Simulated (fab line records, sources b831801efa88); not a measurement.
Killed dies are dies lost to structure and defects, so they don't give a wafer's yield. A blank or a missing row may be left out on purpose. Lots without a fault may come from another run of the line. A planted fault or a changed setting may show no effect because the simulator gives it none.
Chamber matching | flow gf180mcu | GF_V1_CMP_26 on cmp-02: 4 sister chambers
The step polishes, stops on SiO2, t overpolish 15 s, target thk 0 nm. 4 wafers are shown with their chamber, then 12 later ones without.

WAFERS WITH THEIR CHAMBER
wafer  | chamber | motor_current_A (A)
L213.1 | 2       | 12.4
L214.2 | 0       | 10.0
L214.4 | 1       | 10.4
L214.5 | 3       | 10.6

WAFERS WITHOUT THEIR CHAMBER
wafer  | motor_current_A (A)
L215.1 | 10.8
L215.3 | 10.5
L215.6 | 10.6
L216.1 | 10.8
L216.4 | 11.1
L216.6 | 11.0
L218.1 | 10.5
L218.2 | 10.4
L218.5 | 12.1
L219.1 | 10.7
L219.3 | 11.8
L219.6 | 11.9

WHICH CHAMBER EACH WENT THROUGH
wafer  | from the rows above          | in truth
L215.1 | can't be placed: 3 or 1 or 0 | 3
L215.3 | can't be placed: 1 or 3 or 0 | 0
L215.6 | can't be placed: 3 or 1 or 0 | 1
L216.1 | can't be placed: 3 or 1 or 0 | 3
L216.4 | can't be placed: 3 or 1 or 0 | 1
L216.6 | can't be placed: 3 or 1 or 0 | 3
L218.1 | can't be placed: 1 or 3 or 0 | 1
L218.2 | can't be placed: 1 or 3 or 0 | 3
L218.5 | 2                            | 2
L219.1 | can't be placed: 3 or 1 or 0 | 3
L219.3 | can't be placed: 2 or 3      | 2
L219.6 | 2                            | 2
Placed correctly: 2 of 12. Can't be placed from these rows: 10 (the true chamber is among the candidates in 10). Placed wrongly: 0.
How it was worked out, from the rows above alone: a wafer's distance from a chamber is the root of the sum, over the readings, of the square of ((its reading less the chamber's mean) divided by the reading's scatter). The wafer belongs to the nearest chamber; if the next one is less than 2 further off, it can't be placed. A chamber's mean is the mean of its shown wafers. The scatter: with one shown wafer a chamber, the root of the mean of the squares of how far each hidden wafer lies from its nearest shown one.
